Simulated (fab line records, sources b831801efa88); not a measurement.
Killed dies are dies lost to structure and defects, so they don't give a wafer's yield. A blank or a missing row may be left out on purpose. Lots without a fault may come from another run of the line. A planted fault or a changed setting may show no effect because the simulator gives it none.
Chamber matching | flow gf180mcu | GF_V2_CMP_26 on cmp-01: 4 sister chambers
The step polishes, stops on SiO2, t overpolish 15 s, target thk 0 nm. 16 wafers are shown with their chamber, then 8 later ones without.

WAFERS WITH THEIR CHAMBER
wafer  | chamber | motor_current_A (A) | time_to_endpoint_s (s) | overpolish_run_s (s)
L770.1 | 2       | 10.9                | 88                     | 14.993
L770.4 | 1       | 11.9                | 83                     | 14.990
L770.6 | 2       | 10.7                | 90                     | 14.992
L773.2 | 0       | 10.5                | 89                     | 14.990
L773.3 | 2       | 10.1                | 88                     | 15.007
L773.4 | 3       | 11.3                | 82                     | 15.008
L783.2 | 0       | 10.5                | 82                     | 15.010
L783.4 | 3       | 11.5                | 82                     | 15.001
L783.5 | 2       | 10.7                | 82                     | 15.009
L784.1 | 3       | 11.6                | 84                     | 14.995
L784.3 | 2       | 11.1                | 85                     | 15.003
L784.4 | 0       | 10.7                | 84                     | 15.002
L786.2 | 1       | 11.4                | 83                     | 15.007
L786.4 | 2       | 10.5                | 88                     | 14.999
L786.5 | 0       | 10.7                | 85                     | 14.986
L787.3 | 1       | 11.9                | 85                     | 15.006

SIGNATURES (means of the wafers above)
reading            | chamber 0 | chamber 1 | chamber 2 | chamber 3 | scatter within a chamber
motor_current_A    | 10.600    | 11.733    | 10.667    | 11.467    | 0.266
time_to_endpoint_s | 85.00     | 83.67     | 86.83     | 82.67     | 2.45
overpolish_run_s   | 14.99700  | 15.00100  | 15.00050  | 15.00133  | 0.00857
Rule: a wafer's distance from a chamber is the root of the sum, over the readings, of the square of ((its reading less the chamber's mean) divided by the reading's scatter). The wafer belongs to the nearest chamber; if the next one is less than 2 further off, it can't be placed. The scatter: the root of (the sum of the squares of (reading less its chamber's mean) over the shown wafers, divided by (wafers less chambers)).

WAFERS WITHOUT THEIR CHAMBER
wafer  | motor_current_A (A) | time_to_endpoint_s (s) | overpolish_run_s (s)
L787.4 | 11.5                | 86                     | 15.000
L787.6 | 11.5                | 87                     | 15.014
L791.2 | 10.9                | 82                     | 15.004
L791.4 | 11.9                | 79                     | 15.002
L791.5 | 11.6                | 82                     | 14.997
L792.3 | 11.4                | 85                     | 15.017
L792.4 | 11.6                | 83                     | 15.003
L792.5 | 11.8                | 84                     | 14.991

WHICH CHAMBER EACH WENT THROUGH
wafer  | from the rows above               | in truth
L787.4 | can't be placed: 1 or 3 or 2      | 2
L787.6 | can't be placed: 1 or 3 or 2 or 0 | 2
L791.2 | can't be placed: 0 or 3 or 2 or 1 | 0
L791.4 | can't be placed: 1 or 3           | 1
L791.5 | can't be placed: 3 or 1           | 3
L792.3 | can't be placed: 3 or 1 or 2 or 0 | 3
L792.4 | can't be placed: 3 or 1           | 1
L792.5 | can't be placed: 1 or 3           | 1
Placed correctly: 0 of 8. Can't be placed from these rows: 8 (the true chamber is among the candidates in 8). Placed wrongly: 0.
